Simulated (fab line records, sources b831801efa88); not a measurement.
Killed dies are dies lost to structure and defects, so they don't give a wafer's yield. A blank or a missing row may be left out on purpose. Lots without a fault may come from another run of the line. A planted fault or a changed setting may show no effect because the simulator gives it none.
Split-lot experiment | flow sfq_line | 5 lots, 27 wafers read, on a route of 325 steps

THE SPLIT
At SFQ_TRILAYER_JJ_TRILAYER_DEP_SPUTTER_110 (material Al, target thk 8 nm, time 10 s), the setting time_s was moved away from the recipe's 10 s on 12 of the 27 wafers read, by -53.3% to +44.9%. The other wafers ran this setting at the recipe's value.

The reading is taken at the split's own step.

THE READING
Al_of_TRILAYER_JJ_TRILAYER_DEP_SPUTTER_110.thk_nm (the simulator's own value, which no gauge read), in nm, at SFQ_TRILAYER_JJ_TRILAYER_DEP_SPUTTER_110 (material Al, target thk 8 nm, time 10 s). The file gives no usual value for it. The 15 wafers here that ran the recipe average 8.068 nm, standard deviation 0.12 nm.

wafer  | tool, chamber at the split | time_s as run, s | against the recipe | Al_of_TRILAYER_JJ_TRILAYER_DEP_SPUTTER_110.thk_nm, nm | against lot-mates on the recipe
L074.1 | pvd_sputter-04, -          | 10               | recipe             | 8.103                                                 | -
L074.2 | pvd_sputter-04, -          | 10               | recipe             | 8.288                                                 | -
L074.3 | pvd_sputter-04, -          | 5.825            | -41.8%             | 4.695                                                 | -3.465
L074.4 | pvd_sputter-04, -          | 10               | recipe             | 8.089                                                 | -
L074.5 | pvd_sputter-04, -          | 5.825            | -41.8%             | 4.69                                                  | -3.470
L074.6 | pvd_sputter-04, -          | 5.825            | -41.8%             | 4.572                                                 | -3.588
L077.1 | pvd_sputter-06, -          | 10               | recipe             | 8.087                                                 | -
L077.3 | pvd_sputter-06, -          | 10               | recipe             | 8.061                                                 | -
L077.4 | pvd_sputter-06, -          | 10               | recipe             | 8.184                                                 | -
L080.1 | pvd_sputter-04, -          | 10               | recipe             | 8.057                                                 | -
L080.2 | pvd_sputter-04, -          | 10               | recipe             | 7.87                                                  | -
L080.3 | pvd_sputter-04, -          | 10               | recipe             | 7.784                                                 | -
L080.4 | pvd_sputter-04, -          | 4.668            | -53.3%             | 3.601                                                 | -4.303
L080.5 | pvd_sputter-04, -          | 4.668            | -53.3%             | 3.673                                                 | -4.231
L080.6 | pvd_sputter-04, -          | 4.668            | -53.3%             | 3.65                                                  | -4.254
L081.1 | pvd_sputter-04, -          | 10               | recipe             | 8.034                                                 | -
L081.2 | pvd_sputter-04, -          | 10               | recipe             | 8.099                                                 | -
L081.3 | pvd_sputter-04, -          | 7.76             | -22.4%             | 6.232                                                 | -1.791
L081.4 | pvd_sputter-04, -          | 7.76             | -22.4%             | 6.136                                                 | -1.887
L081.5 | pvd_sputter-04, -          | 10               | recipe             | 7.937                                                 | -
L081.6 | pvd_sputter-04, -          | 7.76             | -22.4%             | 6.315                                                 | -1.708
L085.1 | pvd_sputter-04, -          | 14.49            | +44.9%             | 11.53                                                 | +3.390
L085.2 | pvd_sputter-04, -          | 10               | recipe             | 8.161                                                 | -
L085.3 | pvd_sputter-04, -          | 10               | recipe             | 8.072                                                 | -
L085.4 | pvd_sputter-04, -          | 14.49            | +44.9%             | 11.72                                                 | +3.580
L085.5 | pvd_sputter-04, -          | 10               | recipe             | 8.188                                                 | -
L085.6 | pvd_sputter-04, -          | 14.49            | +44.9%             | 11.69                                                 | +3.550

THE FIT
A straight line over all 27 wafers: Al_of_TRILAYER_JJ_TRILAYER_DEP_SPUTTER_110.thk_nm changes by +0.0815 nm for each +1% of time_s; r = +1.00; the points scatter about the line by 0.11 nm.
The same after taking each lot's own level away (the mean of its wafers on the recipe; 27 wafers): +0.0802 nm for each +1%; r = +1.00; scatter 0.095 nm.
On that fit, the largest move of time_s shifts the reading by 4.3 nm.
The lots' own levels span 7.9037 to 8.1600 nm, that is 2.1 times the standard deviation above.
So the lot-to-lot level changes the slope little: the two slopes agree.
Check: with one of the wafers moved furthest among these (-53.3%) left out of the fit, the line predicts -4.3 nm for it against its lot-mates. It came out at -4.3 nm against them.

OTHER SPLITS ON THESE WAFERS
These wafers also went through other splits before the reading. Each is held against what the fit with the lots' levels taken away leaves over:
other split on the same wafers                  | wafers away from the commonest value | r with Al_of_TRILAYER_JJ_TRILAYER_DEP_SPUTTER_110.thk_nm (lot level and that fit taken away)
SFQ_TRILAYER_L0_BARC_OPEN_METAL_ETCH_010 time_s | 12                                   | +0.29
SFQ_TRILAYER_M0_DEP_SPUTTER_019 time_s          | 12                                   | -0.26
SFQ_TRILAYER_I1_DEP_PECVD_045 time_s            | 9                                    | -0.06
SFQ_TRILAYER_M2_BARC_OPEN_METAL_ETCH_077 time_s | 9                                    | +0.08
SFQ_TRILAYER_I3_DEP_PECVD_081 time_s            | 6                                    | +0.11
SFQ_TRILAYER_M4_ETCH_METAL_ETCH_096 time_s      | 6                                    | +0.02

THE FILE'S OWN FIT
Al_of_TRILAYER_JJ_TRILAYER_DEP_SPUTTER_110.thk_nm changes by +0.0804 nm for each +1% of time_s, r = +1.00.
